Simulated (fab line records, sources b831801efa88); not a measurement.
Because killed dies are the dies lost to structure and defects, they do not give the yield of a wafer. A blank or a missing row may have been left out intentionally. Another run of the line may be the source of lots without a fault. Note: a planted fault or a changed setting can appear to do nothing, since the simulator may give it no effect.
8D (eight disciplines) problem report, filled in by code || flow gf180mcu || the parts of the form that need people (team, actions taken, sign-off) are left out

1. THE PROBLEM
Mean VT_IMPLANT_4_TW at GF_VT_IMPLANT_TW_MEAS_43: 745 over 9 wafers in 3 lots; fault-free wafers: 694, standard deviation 3.7. Measured from the usual mean, that is +14 standard deviations.
Seen first at day 11 23:07 on film_metro-01, wafer L620.2. The record has a number at this step for 39 wafers belonging to 13 lots. The rule behind "out" and "out of limits": a value lying over 4 standard deviations away from the usual mean. All remaining wafers that have a number are taken as sound.

2. WHAT IT IS AND WHAT IT IS NOT
{"question": "which readings at this step", "is": "VT_IMPLANT_4_TW", "is not": "-"}
{"question": "which lots", "is": "L620, L623, L624", "is not": "L605, L608, L611, L614, L615, L616, L617, L619, L622, L627"}
{"question": "which wafers of those lots", "is": "all that have a number", "is not": "-"}
{"question": "read on which gauges", "is": "film_metro-01, film_metro-03", "is not": "film_metro-04"}
{"question": "when", "is": "from day 11 23:07", "is not": "up to then (24 sound wafers); but 6 sound wafers of L622, L627 came after"}

3. SUSPECTS, AND WHAT RULES EACH OUT
Counting: a tool at a process step up to the reading stays a suspect if it ran every lot that is out and no sound lot after the first of them.
- the gauge at GF_VT_IMPLANT_TW_MEAS_43 has been ruled out. The wafers that are out were read on 2 gauges (film_metro-01, film_metro-03).
- cmp-01 at GF_STI_CMP_25 (polishes, stops on Si3N4, t overpolish 33 s, target thk 524.6 nm): ruled out as a lasting fault. Following L620 (day 5 13:25), the first lot on it that is out, the sound lots L627 were run on it.
- implanter-03 at GF_VT_IMPLANT_IMPLANT_41: kept. Every lot that is out went through it, starting with L620 (day 11 22:53), and after that it ran no sound lot; the last sound lot it ran before then is L619 (day 11 14:47). Out on those wafers are its own readings of beam_energy_keV.
Left after counting: implanter-03 at GF_VT_IMPLANT_IMPLANT_41.

4. THE CAUSE (what the simulator had put in)
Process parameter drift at GF_VT_IMPLANT_IMPLANT_41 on implanter-03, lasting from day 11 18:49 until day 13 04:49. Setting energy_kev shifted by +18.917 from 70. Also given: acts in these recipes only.
After counting, this tool was the only one left.

5. THE CHAIN OF EFFECTS, in route order
Each row: a reading whose mean over the struck wafers that have a number lies more than 3 standard deviations from the usual. Only readings for which the record gives a usual standard deviation are gone through. hours: the time from each lot's start at the first step in this table that gives one to its start at this step, as a median over the lots. sigmas: the change in usual standard deviations.
{"hours": 0, "step": "GF_VT_IMPLANT_IMPLANT_41", "reading": "beam_energy_keV", "usual": 70.000, "on struck wafers": 88.925, "change": "+18.925", "sigmas": "+99 or more"}
{"hours": 0, "step": "GF_VT_IMPLANT_TW_MEAS_43", "reading": "VT_IMPLANT_4_TW", "usual": 694, "on struck wafers": 745, "change": "+51", "sigmas": "+14"}
Here are the process steps it includes:
- GF_VT_IMPLANT_IMPLANT_41
At these later measuring or inspecting steps, every struck wafer for which the step has a row has a number for every such reading, and none has moved that far: GF_POLY_GATE_CD_MEAS_10, GF_CONTACT_BOW_MEAS_05.

6. HOW IT WOULD HAVE BEEN CAUGHT EARLIER
The first out-of-limits reading at a measuring or inspecting step in this record came at day 11 23:07, 4 hours after the fault's start at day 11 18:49.
The tool's own readings at GF_VT_IMPLANT_IMPLANT_41 were out on every struck wafer that the step has a row for (beam_energy_keV): an alarm limit on them would have fired on the first of those.
Of the lots that are out (3), L623, L624 began GF_VT_IMPLANT_IMPLANT_41 on implanter-03 after day 11 23:07. A hold on the tool at that time would have spared those 2.
